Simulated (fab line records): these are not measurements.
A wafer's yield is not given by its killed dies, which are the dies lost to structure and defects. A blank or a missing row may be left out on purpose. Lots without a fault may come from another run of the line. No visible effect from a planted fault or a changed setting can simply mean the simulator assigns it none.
Lot-split experiment + flow gf180mcu + 23 wafers read from 5 lots, route of 602 steps

ABOUT THE SPLIT
At GF_MVSD_IMPLANT_08, the setting energy kev was moved away from the recipe's 400 on 8 of the 23 wafers read, by -5.3% to +7.6%. This setting was run at the recipe's value on the other wafers.

The reading comes from the split's own step.

THE READING
The simulator's own value implant.drp nm, read by no gauge, in nm at GF_MVSD_IMPLANT_08. The file gives no usual value for it.

| wafer  | tool, chamber at the split | energy kev as run | against the recipe | implant.drp nm, nm | against lot-mates on the recipe |
|--------|----------------------------|-------------------|--------------------|--------------------|---------------------------------|
| L076.1 | implanter-03, 0            | 400               | recipe             | 116.9              | -                               |
| L076.5 | implanter-03, 0            | 400               | recipe             | 116.9              | -                               |
| L076.6 | implanter-03, 0            | 400               | recipe             | 116.9              | -                               |
| L078.1 | implanter-03, 0            | 430.5             | +7.6%              | 121.2              | +4.3                            |
| L078.2 | implanter-03, 0            | 430.5             | +7.6%              | 121.2              | +4.3                            |
| L078.6 | implanter-03, 0            | 430.5             | +7.6%              | 121.2              | +4.3                            |
| L078.4 | implanter-03, 0            | 400               | recipe             | 116.9              | -                               |
| L078.5 | implanter-03, 0            | 400               | recipe             | 116.9              | -                               |
| L082.1 | implanter-03, 0            | 411.8             | +3.0%              | 118.6              | +1.7                            |
| L082.3 | implanter-03, 0            | 411.8             | +3.0%              | 118.6              | +1.7                            |
| L082.2 | implanter-03, 0            | 400               | recipe             | 116.9              | -                               |
| L082.4 | implanter-03, 0            | 400               | recipe             | 116.9              | -                               |
| L082.5 | implanter-03, 0            | 400               | recipe             | 116.9              | -                               |
| L083.2 | implanter-03, 0            | 378.7             | -5.3%              | 113.5              | -3.4                            |
| L083.3 | implanter-03, 0            | 378.7             | -5.3%              | 113.5              | -3.4                            |
| L083.5 | implanter-03, 0            | 378.7             | -5.3%              | 113.5              | -3.4                            |
| L083.4 | implanter-03, 0            | 400               | recipe             | 116.9              | -                               |
| L083.6 | implanter-03, 0            | 400               | recipe             | 116.9              | -                               |
| L084.2 | implanter-01, 0            | 400               | recipe             | 116.9              | -                               |
| L084.3 | implanter-01, 0            | 400               | recipe             | 116.9              | -                               |
| L084.4 | implanter-01, 0            | 400               | recipe             | 116.9              | -                               |
| L084.5 | implanter-01, 0            | 400               | recipe             | 116.9              | -                               |
| L084.6 | implanter-01, 0            | 400               | recipe             | 116.9              | -                               |

FIT RESULTS
A straight line over all 23 wafers: implant.drp nm changes by +0.591 nm for each +1% of energy kev; r = +1.00; the points scatter about the line by 0.1 nm.
The same after taking each lot's own level away (the mean of its wafers on the recipe; 23 wafers): +0.591 nm for each +1%; r = +1.00; scatter 0.1 nm.
Per that fit: largest energy kev move, reading shift of 4.5 nm.
The lots' own levels span 116.90 to 116.90 nm.
The two slopes agree, so the slope changes little with the lot-to-lot level.
Check: with one of the wafers moved furthest among these (+7.6%) left out of the fit, the line predicts +4.48 nm for it against its lot-mates. It came out at +4.3 nm against them.

OTHER SPLITS APPLIED TO THESE WAFERS
Note: prior to the reading, these wafers also went through further splits. Each is held against what the fit with the lots' levels taken away leaves over:
| other split on the same wafers     | wafers away from the commonest value | r with implant.drp nm (lot level and that fit taken away) |
|------------------------------------|--------------------------------------|-----------------------------------------------------------|
| GF_STI_OXIDATION_01 ox time s      | 10                                   | -0.38                                                     |
| GF_STI_ETCH_13 time s              | 12                                   | -0.06                                                     |
| GF_STI_WET_ETCH_26 time s          | 10                                   | +0.45                                                     |
| GF_DNWELL_COAT_02 resist thk nm    | 4                                    | +0.05                                                     |
| GF_NWELL_COAT_02 resist thk nm     | 4                                    | +0.35                                                     |
| GF_NWELL_IMPLANT_09 dose cm2       | 7                                    | +0.14                                                     |
| GF_LVPWELL_COAT_02 spin rpm        | 5                                    | +0.03                                                     |
| GF_LVPWELL_STRIP_10 pressure mtorr | 15                                   | +0.62                                                     |

THE WHOLE CHAIN: every reading that the file lists as answering this split, in the file's order
| step               | what it does | reading                                                         | change (the file's fit)               | r (the file's) |
|--------------------|--------------|-----------------------------------------------------------------|---------------------------------------|----------------|
| GF_MVSD_IMPLANT_08 |              | implant.rp nm (the simulator's own value, which no gauge read)  | +4.58 nm for each +1% of the setting  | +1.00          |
| GF_MVSD_IMPLANT_08 |              | implant.drp nm (the simulator's own value, which no gauge read) | +0.593 nm for each +1% of the setting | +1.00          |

THE FILE'S OWN FIT
implant.drp nm changes by +0.593 nm for each +1% of energy kev, r = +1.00.
